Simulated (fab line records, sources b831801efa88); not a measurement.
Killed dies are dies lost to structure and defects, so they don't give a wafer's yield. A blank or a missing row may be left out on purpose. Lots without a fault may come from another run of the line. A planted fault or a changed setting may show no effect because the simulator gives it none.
fab line records | flow sky130
record lots=12 wafers=36 last_day=50
route steps=708 shown CAP2M@615 METAL4@634 PASSIVATION@681 PAD_OPEN@701
lots that met no fault: from a run of the same line without faults
start_h: hours from the record's first day to the start of the lot's first wafer shown | wait_h: hours since the lot's step before | " the same as in the row above | L1.1+2: a row that stands for several wafers | - no value, or no start given | * or withheld: withheld | < > ~ a bound
route shown NAME@n: a module of which the file shows steps, and the number in the route of the first | usual: mean/standard deviation of fault-free wafers | same: alike in all rows | chamber/n: place in a boat | sites: the reading at each site | _std_site: their standard deviation | _edge_site: outer sites' mean less inner sites' | radius_mm: how far each site lies from the wafer's centre | mask NAME#n: copy n | behind: the tool/chamber that last shaped the wafer | hold: why the lot was held/for how many hours/how that ended | device: the transistor (n, p or np) that didn't switch | end of line: the same wafers' tests at the end of the route | a step without rows: its recipe alone | killed: dies lost to structure and defects at the first sort, not the wafer's yield | map: a wafer's dies, x killed, . not, _ none there
set.NAME: the setting as run; set.NAME@STEP: as run at that earlier step | model.NAME: the simulator's own value behind a step, which no gauge read
steps of the route over a sample of lots; a table a step, a row a wafer
services: from which hour (start_h, from the record's first day; less than 0 if before it) a tool's chamber was out of use, for how many hours, and why
## steps
# step SKY_CAP2M_OVL_MEAS_12
# usual CAP2M_OVL=1.0/1.2
# columns lot.wafer tool chamber start_h wait_h CAP2M_OVL[nm]
L696.1 overlay-02 - 924.02 0.1 0.7
L696.4 " - " " 0.2
L696.6 " - " " 1.0
L697.2 overlay-01 - 950.36 0.1 0.0
L697.3 " - " " 0.7
L697.4 " - " " 0.0
L698.2 overlay-02 - 970.61 0.1 1.6
L698.3 " - " " 0.1
L698.6 " - " " 0.5
L699.1 overlay-01 - 988.41 0.1 1.8
L699.4 " - " " 1.9
L699.5 " - " " 0.3
L700.2 overlay-02 - 990.46 0.1 0.3
L700.3 " - " " -1.1
L700.6 " - " " 0.7
L706.1 overlay-02 - 1037.71 0.1 -0.6
L706.3 " - " " 1.3
L706.5 " - " " 1.3
L709.2 overlay-01 - 1077.31 0.1 1.5
L709.3 " - " " 0.1
L709.6 " - " " 2.7
L712.1 overlay-02 - 1078.55 0.1 1.9
L712.3 " - " " 1.2
L712.6 " - " " 2.2
L711.3 overlay-02 - 1079.38 0.1 0.7
L711.4 " - " " 1.7
L711.6 " - " " 1.1
L714.2 overlay-01 - 1083.06 0.1 2.6
L714.3 " - " " 1.3
L714.5 " - " " 2.8
L716.1 overlay-01 - 1097.35 0.1 3.1
L716.4 " - " " 3.2
L716.6 " - " " 1.0
L718.1 overlay-01 - 1113.92 0.1 0.1
L718.5 " - " " 1.7
L718.6 " - " " 0.7
# step SKY_METAL4_METAL_ETCH_18
# recipe target_depth_a=8450 stop_on=SiO2 over_etch_frac=0.3 time_s=183.1 chemistry=Cl2/BCl3 resist_sidewall_deg=88 pressure_mtorr=10 icp_w=900 bias_w=48.5 Cl2_flow_sccm=60 bcl3_flow_sccm=30
# usual drypump_motor_current_A=5.7/0.42 oes_product_au=0.865/0.0064 throttle_valve_pct=22.265/0.0093
# columns lot.wafer tool chamber start_h wait_h drypump_motor_current_A oes_product_au rf_hours_counter_h throttle_valve_pct
L696.1 rie_metal-02 0 949.76 0.0 5.8 0.861 14 22.266
L696.4 " 1 " " 5.1 0.862 - 22.256
L696.6 " 1 " " 5.1 0.860 - 22.278
L697.2 rie_metal-01 1 975.61 0.0 5.2 0.860 11 22.263
L697.3 " 0 " " 6.3 0.862 - 22.267
L697.4 " 1 " " 5.2 0.874 - 22.279
L698.2 rie_metal-02 1 995.78 0.0 5.1 0.859 8 22.267
L698.3 " 1 " " 5.1 0.859 - 22.262
L698.6 " 0 " " 5.7 0.860 - 22.271
L699.1 rie_metal-04 1 1013.27 0.0 5.5 0.864 14 22.252
L699.4 " 1 " " 5.5 0.864 - 22.265
L699.5 " 1 " " 5.5 0.854 - 22.259
L700.2 rie_metal-02 1 1014.22 0.0 5.1 0.871 9 22.259
L700.3 " 0 " " 5.7 0.866 - 22.253
L700.6 " 0 " " 5.7 0.870 - 22.277
L706.1 rie_metal-01 1 1061.09 0.0 5.2 0.867 17 22.275
L706.3 " 1 " " 5.2 0.864 - 22.257
L706.5 " 0 " " 6.3 0.874 - 22.283
L709.2 rie_metal-04 1 1099.12 0.0 5.6 0.865 20 22.266
L709.3 " 0 " " 6.0 0.866 - 22.249
L709.6 " 0 " " 6.1 0.864 - 22.269
L712.1 rie_metal-01 1 1100.01 0.0 5.2 0.854 19 22.256
L712.3 " 1 " " 5.2 0.858 - 22.267
L712.6 " 0 " " 6.3 0.859 - 22.252
L711.3 rie_metal-04 0 1100.84 0.1 6.0 0.865 - 22.282
L711.4 " 1 " " 5.6 0.860 - 22.275
L711.6 " 0 " " 6.0 0.851 - 22.260
L714.2 rie_metal-04 1 1104.48 0.0 5.5 0.868 21 22.261
L714.3 " 0 " " 6.0 0.861 - 22.269
L714.5 " 1 " " 5.6 0.860 - 22.265
L716.1 rie_metal-01 0 1117.74 0.0 6.3 0.865 18 22.255
L716.4 " 1 " " 5.2 0.869 - 22.270
L716.6 " 0 " " 6.3 0.875 - 22.266
L718.1 rie_metal-01 0 1133.86 0.0 6.3 0.866 19 22.255
L718.5 " 1 " " 5.2 0.866 - 22.263
L718.6 " 0 " " 6.3 0.869 - 22.272
# step SKY_PASSIVATION_CVD_00
# recipe material=SiO2 target_thk_nm=90 temp_c=400 time_s=withheld rf_w=600
# usual heater_power_w=691/96
# columns lot.wafer tool chamber start_h wait_h heater_power_w
L696.1 pecvd-03 2 1002.06 0.0 764
L696.4 " 2 " " 771
L696.6 " 0 " " 786
L697.2 pecvd-02 0 1025.57 0.0 588
L697.3 " 2 " " 680
L697.4 " 1 " " 821
L698.2 pecvd-03 0 1046.32 0.0 728
L698.3 " 2 " " 744
L698.6 " 2 " " 743
L699.1 pecvd-03 0 1062.75 0.0 834
L699.4 " 0 " " 826
L699.5 " 2 " " 749
L700.2 pecvd-04 0 1063.48 0.0 576
L700.3 " 0 " " 584
L700.6 " 1 " " 799
L706.1 pecvd-04 0 1105.39 0.0 557
L706.3 " 1 " " 782
L706.5 " 2 " " 626
L709.2 pecvd-03 2 1140.17 0.0 828
L709.3 " 0 " " 817
L709.6 " 1 " " 621
L712.1 pecvd-02 0 1142.02 0.0 538
L712.3 " 1 " " 796
L712.6 " 1 " " 770
L711.3 pecvd-03 2 1143.47 0.0 696
L711.4 " 1 " " 612
L711.6 " 2 " " 681
L714.2 pecvd-03 2 1146.45 0.0 830
L714.3 " 1 " " 618
L714.5 " 0 " " 689
L716.1 pecvd-04 2 1157.78 0.0 619
L716.4 " 2 " " 619
L716.6 " 1 " " 719
L718.1 pecvd-03 1 1174.50 0.0 621
L718.5 " 2 " " 736
L718.6 " 1 " " 627
# step SKY_PAD_OPEN_ETCH_07
# recipe chemistry=CF4/O2 target_depth_nm=725 stop_on=AlCu source_w=800 bias_w=150 pressure_mtorr=150 cf4_flow_sccm=80 O2_flow_sccm=10 time_s=161.1
# usual drypump_motor_current_A=5.9/0.46 oes_product_au=0.980/0.0076 throttle_valve_pct=5.965/0.0096
# columns lot.wafer tool chamber start_h wait_h drypump_motor_current_A oes_product_au rf_hours_counter_h throttle_valve_pct
L696.1 rie_diel-04 0 1048.36 - 6.0 0.969 14 5.957
L696.4 " 2 " " 5.8 0.973 23 5.984
L696.6 " 0 " " 6.0 0.984 - 5.980
L697.2 rie_diel-04 2 1069.46 - 5.8 0.970 23 5.953
L697.3 " 0 " " 6.0 0.969 15 5.959
L697.4 " 3 " " 6.5 0.972 18 5.962
L698.2 rie_diel-01 2 1088.27 - 6.2 0.971 16 5.945
L698.3 " 3 " " 6.5 0.979 17 5.966
L698.6 " 2 " " 6.2 0.991 - 5.971
L699.1 rie_diel-02 1 1103.66 - 6.2 0.961 23 5.973
L699.4 " 0 " " 5.1 0.975 18 5.959
L699.5 " 1 " " 6.2 0.977 - 5.954
L700.2 rie_diel-01 0 1104.81 - 5.4 0.981 9 5.944
L700.3 " 2 " " 6.2 0.979 16 5.965
L700.6 " 2 " " 6.2 0.992 - 5.961
L706.1 rie_diel-04 3 1144.07 - 6.5 0.971 20 5.971
L706.3 " 1 " " 5.5 0.973 21 5.972
L706.5 " 3 " " 6.4 0.975 - 5.953
L709.2 rie_diel-04 1 1175.82 - 5.5 0.974 23 5.969
L709.3 " 2 " " 5.8 0.974 27 5.967
L709.6 " 2 " " 5.9 0.985 - 5.960
L712.1 rie_diel-01 1 1178.12 - 4.9 0.976 27 5.963
L712.3 " 0 " " 5.4 0.984 11 5.954
L712.6 " 1 " " 4.8 0.980 - 5.963
L711.3 rie_diel-04 1 1179.27 - 5.5 0.988 23 5.979
L711.4 " 3 " " 6.5 0.996 21 5.980
L711.6 " 0 " " 6.0 0.982 - 5.963
L714.2 rie_diel-04 3 1183.47 - 6.5 0.839 22 5.931
L714.3 " 0 " " 6.0 0.843 19 5.935
L714.5 " 3 " " 6.5 0.837 - 5.907
L716.1 rie_diel-04 3 1192.12 - 6.5 0.840 23 5.929
L716.4 " 0 " " 6.0 0.843 20 5.928
L716.6 " 3 " " 6.5 0.842 - 5.923
L718.1 rie_diel-04 1 1206.52 - 5.5 0.833 24 5.935
L718.5 " 1 " " 5.5 0.845 - 5.930
L718.6 " 2 " " 5.9 0.843 - 5.917
# step SKY_PAD_OPEN_PROBE_99
# usual defect_limited_yield=82.5/1.8 killed_at_M0_to_M3=43/6.6 killed_at_M4_up=3.2/1.8 killed_at_contacts=24/5 killed_at_front_end=15/4.5 killed_at_other=0.2/0.46 killed_dies=86/8.8 killed_on_rim=16/3.4 killed_open=48/6.6 killed_short=38/6.1 sort_bin_3_pad_short=0.8/0.42 sort_bin_5_function=10.4/1.4 sort_bin_6_memory=6.3/1 sort_n_pass=406/8.8 sort_yield_pct=82.5/1.8
# same gross_dies=492 killed_at_back_side=0 sort_bin_4_leakage[%]=0 sort_bin_8_speed[%]=0
# columns lot.wafer tool chamber start_h wait_h hold defect_limited_yield[%] killed_at_M0_to_M3 killed_at_M4_up killed_at_contacts killed_at_front_end killed_at_other killed_dies killed_on_rim killed_open killed_short sort_bin_3_pad_short[%] sort_bin_5_function[%] sort_bin_6_memory[%] sort_n_pass sort_yield_pct[%]
L696.1 prober-02 - 1050.73 0.1 - 82.3 44 6 26 11 0 87 23 43 44 0.6 10.8 6.3 405 82.3
L696.4 prober-02 - 1050.88 0.2 - 77.6 58 5 30 17 0 110 18 63 47 0.4 15.0 6.9 382 77.6
L696.6 prober-02 - 1050.98 0.2 - 80.1 50 1 27 20 0 98 19 59 39 1.4 12.6 5.9 394 80.1
L697.2 prober-01 - 1071.82 0.1 - 81.9 43 3 30 12 1 89 11 60 29 0.4 11.0 6.7 403 81.9
L697.3 prober-01 - 1071.87 0.2 - 81.1 47 5 19 21 1 93 15 43 50 2.4 11.2 5.3 399 81.1
L697.4 prober-01 - 1071.92 0.2 - 83.1 37 5 26 15 0 83 21 50 33 0.6 9.8 6.5 409 83.1
L698.2 prober-02 - 1090.66 0.1 - 82.9 43 5 16 20 0 84 16 43 41 0.8 11.0 5.3 408 82.9
L698.3 prober-02 - 1090.71 0.2 - 83.5 36 2 19 24 0 81 12 55 26 1.4 8.3 6.7 411 83.5
L698.6 prober-02 - 1090.86 0.2 - 81.3 43 2 24 23 0 92 16 58 34 1.2 10.8 6.7 400 81.3
L699.1 prober-01 - 1106.04 0.1 - 82.5 44 4 21 17 0 86 14 51 35 0.4 10.0 7.1 406 82.5
L699.4 prober-01 - 1106.19 0.2 - 82.9 51 3 18 12 0 84 13 39 45 1.0 11.0 5.1 408 82.9
L699.5 prober-01 - 1106.24 0.2 - 83.7 37 4 22 17 0 80 18 42 38 0.2 10.0 6.1 412 83.7
L700.2 prober-02 - 1107.75 0.1 - 83.9 35 3 23 17 1 79 16 46 33 0 11.2 4.9 413 83.9
L700.3 prober-02 - 1107.80 0.2 - 82.3 38 4 19 26 0 87 18 50 37 0.6 10.6 6.5 405 82.3
L700.6 prober-02 - 1107.95 0.2 - 81.9 45 3 28 13 0 89 14 51 38 1.2 11.0 5.9 403 81.9
L706.1 prober-01 - 1146.39 0.1 - 78.5 55 1 24 25 1 106 19 61 45 0.8 12.6 8.1 386 78.5
L706.3 prober-01 - 1146.49 0.2 - 81.9 36 1 30 22 0 89 18 50 39 0.4 11.6 6.1 403 81.9
L706.5 prober-01 - 1146.59 0.2 - 80.5 44 5 32 15 0 96 20 56 40 0.2 13.4 5.9 396 80.5
L709.2 prober-01 - 1178.53 0.1 - 81.9 53 4 17 14 1 89 11 42 47 1.0 10.2 6.9 403 81.9
L709.3 prober-01 - 1178.58 0.2 - 80.3 45 5 31 16 0 97 17 62 35 1.0 10.4 8.3 395 80.3
L709.6 prober-01 - 1178.73 0.2 - 80.5 48 3 30 14 1 96 19 56 40 1.2 10.4 7.9 396 80.5
L712.1 prober-02 - 1180.43 0.1 - 83.7 46 3 22 9 0 80 18 46 34 0.4 10.2 5.7 412 83.7
L712.3 prober-02 - 1180.53 0.2 - 81.7 53 4 19 14 0 90 12 48 42 1.2 12.4 4.7 402 81.7
L712.6 prober-02 - 1180.68 0.2 - 84.3 42 1 24 9 1 77 12 46 31 0.8 9.6 5.3 415 84.3
L711.3 prober-01 - 1181.68 0.2 - 86.2 28 3 22 15 0 68 19 29 39 1.4 8.3 4.1 424 86.2
L711.4 prober-01 - 1181.73 0.2 - 80.5 35 0 36 25 0 96 15 53 43 0.6 12.2 6.7 396 80.5
L711.6 prober-01 - 1181.83 0.2 - 87.6 31 5 16 9 0 61 10 33 28 1.4 6.7 4.3 431 87.6
L714.2 prober-01 - 1185.86 0.1 await_dispo/6.2h/scrap 0 35 4 24 9 420 492 96 41 31 0.4 92.7 6.9 0 0
L714.3 prober-01 - 1185.91 0.2 await_dispo/6.2h/scrap 0 43 4 20 13 412 492 96 46 34 0.8 94.1 5.1 0 0
L714.5 prober-01 - 1186.01 0.2 await_dispo/6.2h/scrap 0 48 2 24 15 403 492 96 48 43 0.2 92.7 7.1 0 0
L716.1 prober-01 - 1194.69 0.1 await_dispo/3.3h/scrap 0 49 2 25 11 405 492 96 49 38 1.2 92.9 5.9 0 0
L716.4 prober-01 - 1194.84 0.2 await_dispo/3.3h/scrap 0 47 5 24 15 401 492 96 52 40 1.0 91.3 7.7 0 0
L716.6 prober-01 - 1194.94 0.2 await_dispo/3.3h/scrap 0 41 4 22 11 414 492 96 32 46 1.0 92.9 6.1 0 0
L718.1 prober-01 - 1208.83 0.1 await_dispo/3.6h/scrap 0 27 5 34 16 410 492 96 39 43 0.6 93.7 5.7 0 0
L718.5 prober-01 - 1209.03 0.2 await_dispo/3.6h/scrap 0 38 2 17 13 422 492 96 39 31 0.8 94.3 4.9 0 0
L718.6 prober-01 - 1209.08 0.2 await_dispo/3.6h/scrap 0 46 9 22 14 401 492 96 46 45 1.0 93.5 5.5 0 0
# killed by level:class
L696.1 VIA1:geometric_particle:open=8 VIA3:geometric_particle:open=8 LOCAL_INTERCONNECT:geometric_particle:short=7 CONTACT:geometric_particle:open=7 LI_CONTACT:geometric_particle:open=6 METAL4:geometric_particle:short=6 VIA1:geometric_particle:short=5 METAL3:geometric_particle:short=5
L696.4 VIA1:geometric_particle:open=17 CONTACT:geometric_particle:open=11 VIA3:geometric_particle:open=8 FIELD_ISO:geometric_particle:short=7 CONTACT:geometric_particle:short=7 VIA2:geometric_particle:open=7 LI_CONTACT:geometric_particle:open=5 METAL2:geometric_particle:short=5
L696.6 VIA1:geometric_particle:open=13 CONTACT:geometric_particle:open=9 LI_CONTACT:geometric_particle:open=8 FIELD_ISO:geometric_particle:open=7 FIELD_ISO:geometric_particle:short=7 VIA2:geometric_particle:open=7 VIA3:geometric_particle:open=6 VIA3:geometric_particle:short=4
L697.2 LI_CONTACT:geometric_particle:open=13 VIA2:geometric_particle:open=10 CONTACT:geometric_particle:open=9 VIA1:geometric_particle:open=9 METAL2:geometric_particle:short=6 POLY_GATE:geometric_particle:open=5 VIA3:geometric_particle:open=5 CONTACT:geometric_particle:short=4
L697.3 VIA1:geometric_particle:open=12 POLY_GATE:geometric_particle:short=8 METAL2:geometric_particle:short=8 LI_CONTACT:geometric_particle:open=6 VIA1:geometric_particle:short=6 POLY_GATE:geometric_particle:open=5 VIA2:geometric_particle:open=5 LOCAL_INTERCONNECT:geometric_particle:short=5
L697.4 VIA2:geometric_particle:open=12 LI_CONTACT:geometric_particle:open=11 VIA1:geometric_particle:open=8 METAL1:geometric_particle:short=7 CONTACT:geometric_particle:open=6 FIELD_ISO:geometric_particle:open=4 CONTACT:geometric_particle:short=4 FIELD_ISO:geometric_particle:short=3
L698.2 VIA1:geometric_particle:open=12 METAL1:geometric_particle:short=8 VIA2:geometric_particle:open=8 FIELD_ISO:geometric_particle:open=6 FIELD_ISO:geometric_particle:short=6 CONTACT:geometric_particle:open=5 METAL2:geometric_particle:short=5 METAL4:geometric_particle:short=5
L698.3 VIA2:geometric_particle:open=12 POLY_GATE:geometric_particle:open=10 VIA3:geometric_particle:open=6 LI_CONTACT:geometric_particle:open=6 CONTACT:geometric_particle:open=6 VIA1:geometric_particle:open=6 POLY_GATE:geometric_particle:short=4 LOCAL_INTERCONNECT:geometric_particle:short=4
L698.6 VIA1:geometric_particle:open=15 CONTACT:geometric_particle:open=11 VIA2:geometric_particle:open=11 POLY_GATE:geometric_particle:short=10 FIELD_ISO:geometric_particle:open=5 METAL2:geometric_particle:short=5 LI_CONTACT:geometric_particle:open=4 POLY_GATE:geometric_particle:open=3
L699.1 VIA1:geometric_particle:open=13 VIA2:geometric_particle:open=7 LI_CONTACT:geometric_particle:open=6 CONTACT:geometric_particle:open=6 FIELD_ISO:geometric_particle:open=5 POLY_GATE:geometric_particle:open=5 CONTACT:geometric_particle:short=5 METAL1:geometric_particle:short=5
L699.4 VIA1:geometric_particle:open=11 VIA3:geometric_particle:open=8 VIA1:geometric_particle:short=7 CONTACT:geometric_particle:open=6 METAL2:geometric_particle:short=5 VIA3:geometric_particle:short=5 FIELD_ISO:geometric_particle:short=4 POLY_GATE:geometric_particle:short=4
L699.5 CONTACT:geometric_particle:open=8 VIA1:geometric_particle:open=8 VIA3:geometric_particle:open=8 FIELD_ISO:geometric_particle:short=5 METAL2:geometric_particle:short=5 VIA2:geometric_particle:open=5 POLY_GATE:geometric_particle:open=4 CONTACT:geometric_particle:short=4
L700.2 VIA1:geometric_particle:open=13 CONTACT:geometric_particle:open=7 POLY_GATE:geometric_particle:open=6 VIA2:geometric_particle:short=6 POLY_GATE:geometric_particle:short=5 VIA3:geometric_particle:open=5 LI_CONTACT:geometric_particle:open=4 LI_CONTACT:geometric_particle:short=4
L700.3 FIELD_ISO:geometric_particle:open=8 VIA1:geometric_particle:open=8 METAL2:geometric_particle:short=7 VIA2:geometric_particle:open=7 LI_CONTACT:geometric_particle:open=5 FIELD_ISO:geometric_particle:short=4 POLY_GATE:geometric_particle:short=4 LI_CONTACT:geometric_particle:short=4
L700.6 VIA1:geometric_particle:open=12 LI_CONTACT:geometric_particle:open=8 CONTACT:geometric_particle:open=8 VIA2:geometric_particle:open=6 VIA1:geometric_particle:short=6 CONTACT:geometric_particle:short=5 VIA3:geometric_particle:open=5 FIELD_ISO:geometric_particle:open=4
L706.1 VIA1:geometric_particle:open=15 VIA2:geometric_particle:open=9 CONTACT:geometric_particle:open=8 VIA3:geometric_particle:open=7 FIELD_ISO:geometric_particle:open=5 FIELD_ISO:geometric_particle:short=5 POLY_GATE:geometric_particle:short=5 METAL1:geometric_particle:short=5
L706.3 CONTACT:geometric_particle:open=14 LI_CONTACT:geometric_particle:open=7 VIA1:geometric_particle:open=7 METAL2:geometric_particle:short=6 METAL1:geometric_particle:short=5 VIA2:geometric_particle:open=5 FIELD_ISO:geometric_particle:open=4 POLY_GATE:geometric_particle:open=4
L706.5 LI_CONTACT:geometric_particle:open=12 CONTACT:geometric_particle:open=12 METAL2:geometric_particle:short=11 VIA1:geometric_particle:open=8 VIA2:geometric_particle:open=7 VIA3:geometric_particle:open=5 FIELD_ISO:geometric_particle:short=4 FIELD_ISO:geometric_particle:open=4
L709.2 VIA1:geometric_particle:open=9 METAL2:geometric_particle:short=8 VIA3:geometric_particle:open=8 VIA1:geometric_particle:short=7 CONTACT:geometric_particle:open=6 CONTACT:geometric_particle:short=6 VIA2:geometric_particle:open=5 FIELD_ISO:geometric_particle:short=4
L709.3 CONTACT:geometric_particle:open=13 VIA1:geometric_particle:open=12 LI_CONTACT:geometric_particle:open=9 METAL2:geometric_particle:short=6 VIA2:geometric_particle:open=6 FIELD_ISO:geometric_particle:short=5 VIA3:geometric_particle:open=5 CONTACT:geometric_particle:short=4
L709.6 CONTACT:geometric_particle:open=12 LI_CONTACT:geometric_particle:open=11 METAL2:geometric_particle:short=9 VIA1:geometric_particle:open=9 VIA2:geometric_particle:open=8 METAL1:geometric_particle:short=5 VIA2:geometric_particle:short=5 FIELD_ISO:geometric_particle:short=4
L712.1 VIA1:geometric_particle:open=13 CONTACT:geometric_particle:open=8 VIA2:geometric_particle:open=7 FIELD_ISO:geometric_particle:open=6 LI_CONTACT:geometric_particle:open=6 VIA2:geometric_particle:short=6 METAL2:geometric_particle:short=5 CONTACT:geometric_particle:short=4
L712.3 VIA3:geometric_particle:open=14 VIA1:geometric_particle:open=10 CONTACT:geometric_particle:open=9 FIELD_ISO:geometric_particle:short=7 METAL2:geometric_particle:short=7 VIA1:geometric_particle:short=5 LI_CONTACT:geometric_particle:open=4 METAL3:geometric_particle:short=4
L712.6 VIA1:geometric_particle:open=12 CONTACT:geometric_particle:open=9 VIA3:geometric_particle:open=7 METAL1:geometric_particle:short=5 LI_CONTACT:geometric_particle:open=5 LOCAL_INTERCONNECT:geometric_particle:short=4 CONTACT:geometric_particle:short=4 VIA1:geometric_particle:short=4
L711.3 CONTACT:geometric_particle:open=8 CONTACT:geometric_particle:short=6 METAL2:geometric_particle:short=6 FIELD_ISO:geometric_particle:short=4 VIA1:geometric_particle:open=4 POLY_GATE:geometric_particle:short=4 LI_CONTACT:geometric_particle:open=4 VIA3:geometric_particle:open=4
L711.4 CONTACT:geometric_particle:open=14 FIELD_ISO:geometric_particle:short=9 VIA3:geometric_particle:open=9 LI_CONTACT:geometric_particle:open=8 VIA1:geometric_particle:open=8 CONTACT:geometric_particle:short=6 METAL1:geometric_particle:short=6 LOCAL_INTERCONNECT:geometric_particle:short=5
L711.6 CONTACT:geometric_particle:open=9 VIA2:geometric_particle:open=6 METAL2:geometric_particle:short=5 VIA3:geometric_particle:open=4 METAL4:geometric_particle:short=4 LI_CONTACT:geometric_particle:open=3 METAL1:geometric_particle:short=3 VIA1:geometric_particle:short=3
L714.2 PAD_OPEN:area_etch=420 VIA1:geometric_particle:open=11 CONTACT:geometric_particle:open=9 CONTACT:geometric_particle:short=6 VIA2:geometric_particle:open=5 LOCAL_INTERCONNECT:geometric_particle:short=5 FIELD_ISO:geometric_particle:short=3 LI_CONTACT:geometric_particle:open=3
L714.3 PAD_OPEN:area_etch=412 VIA1:geometric_particle:open=11 CONTACT:geometric_particle:open=10 VIA1:geometric_particle:short=6 LI_CONTACT:geometric_particle:open=5 CONTACT:geometric_particle:short=5 VIA3:geometric_particle:open=5 FIELD_ISO:geometric_particle:open=4
L714.5 PAD_OPEN:area_etch=401 VIA1:geometric_particle:open=10 CONTACT:geometric_particle:open=9 VIA2:geometric_particle:open=8 VIA1:geometric_particle:short=6 METAL2:geometric_particle:short=5 LI_CONTACT:geometric_particle:open=5 FIELD_ISO:geometric_particle:short=4
L716.1 PAD_OPEN:area_etch=405 VIA1:geometric_particle:open=12 LI_CONTACT:geometric_particle:open=8 VIA1:geometric_particle:short=7 CONTACT:geometric_particle:open=7 CONTACT:geometric_particle:short=6 VIA2:geometric_particle:open=6 VIA3:geometric_particle:open=6
L716.4 PAD_OPEN:area_etch=400 VIA1:geometric_particle:open=12 CONTACT:geometric_particle:open=8 VIA2:geometric_particle:open=7 VIA3:geometric_particle:open=7 VIA1:geometric_particle:short=6 LI_CONTACT:geometric_particle:open=6 POLY_GATE:geometric_particle:short=5
L716.6 PAD_OPEN:area_etch=414 METAL2:geometric_particle:short=8 VIA1:geometric_particle:short=7 VIA1:geometric_particle:open=6 LI_CONTACT:geometric_particle:open=6 LOCAL_INTERCONNECT:geometric_particle:short=6 CONTACT:geometric_particle:short=6 VIA2:geometric_particle:open=5
L718.1 PAD_OPEN:area_etch=410 CONTACT:geometric_particle:open=12 LOCAL_INTERCONNECT:geometric_particle:short=7 VIA1:geometric_particle:open=6 VIA1:geometric_particle:short=6 LI_CONTACT:geometric_particle:open=6 CONTACT:geometric_particle:short=6 FIELD_ISO:geometric_particle:open=5
L718.5 PAD_OPEN:area_etch=422 VIA1:geometric_particle:open=7 VIA2:geometric_particle:open=7 CONTACT:geometric_particle:open=6 METAL1:geometric_particle:short=5 VIA3:geometric_particle:open=5 FIELD_ISO:geometric_particle:open=4 LI_CONTACT:geometric_particle:open=4
L718.6 PAD_OPEN:area_etch=401 VIA1:geometric_particle:open=12 CONTACT:geometric_particle:open=11 VIA3:geometric_particle:open=10 METAL1:geometric_particle:short=9 METAL4:geometric_particle:short=7 POLY_GATE:geometric_particle:short=6 CONTACT:geometric_particle:short=5
## services
# columns tool chamber start_h hours kind
pecvd-03 - 937.80 1.1 repair
rie_diel-04 1 942.26 2.4 repair
rie_diel-01 0 943.99 6.9 repair
rie_diel-04 2 960.06 7.6 repair
rie_metal-02 0 967.83 8.6 repair
rie_diel-01 - 971.53 2.8 pm
rie_metal-02 1 985.34 6.1 repair
rie_metal-04 - 989.88 2.2 repair
pecvd-04 - 1010.45 5.5 pm
rie_diel-01 3 1032.83 9.1 repair
rie_diel-01 - 1034.31 6.4 repair
rie_metal-02 1 1042.39 22.7 repair
rie_metal-02 - 1043.35 14.6 pm
rie_metal-04 0 1048.29 6.2 repair
pecvd-03 - 1051.53 2.8 pm
pecvd-04 2 1062.23 22.9 repair
rie_metal-02 - 1071.00 2.8 pm
rie_metal-04 - 1091.96 2.8 pm
rie_diel-01 1 1103.15 3.1 repair
rie_diel-01 3 1107.78 11.9 repair
rie_metal-01 - 1127.19 1.4 pm
rie_diel-04 3 1127.34 6.8 repair
rie_diel-04 - 1128.62 0.2 repair
pecvd-03 2 1186.14 6.4 repair
## key
first_sign step=SKY_PAD_OPEN_ETCH_07 reading=oes_product_au direction=down sigmas=18 usual=0.980 struck=0.841
effect step=SKY_PAD_OPEN_ETCH_07 reading=throttle_valve_pct direction=down sigmas=4 usual=5.965 struck=5.926
effect step=SKY_PAD_OPEN_PROBE_99 reading=killed_at_other direction=up sigmas=99+ usual=0.2 struck=409.8
more_kills_born_at SKY_PAD_OPEN_ETCH_07@rie_diel-04=3685
met_at SKY_PAD_OPEN_ETCH_07
struck_lots L714,L716,L718
later_rows_left_out L714.2,L714.3,L714.5,L716.1,L716.4,L716.6,L718.1,L718.5,L718.6
not_acting_at SKY_CAP2M_OVL_MEAS_12,SKY_METAL4_METAL_ETCH_18,SKY_PASSIVATION_CVD_00
onset_between 1179.27 1183.47
fault kind=process_parameter_drift tool=rie_diel-04 chamber=- onset_h=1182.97 steps=SKY_PAD_OPEN_ETCH_07 channel=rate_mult offset=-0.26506 shape=step end_h=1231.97
# later_rows_left_out: the simulator's readings of these wafers behind a module that went badly wrong aren't trusted and aren't shown, but for the sort
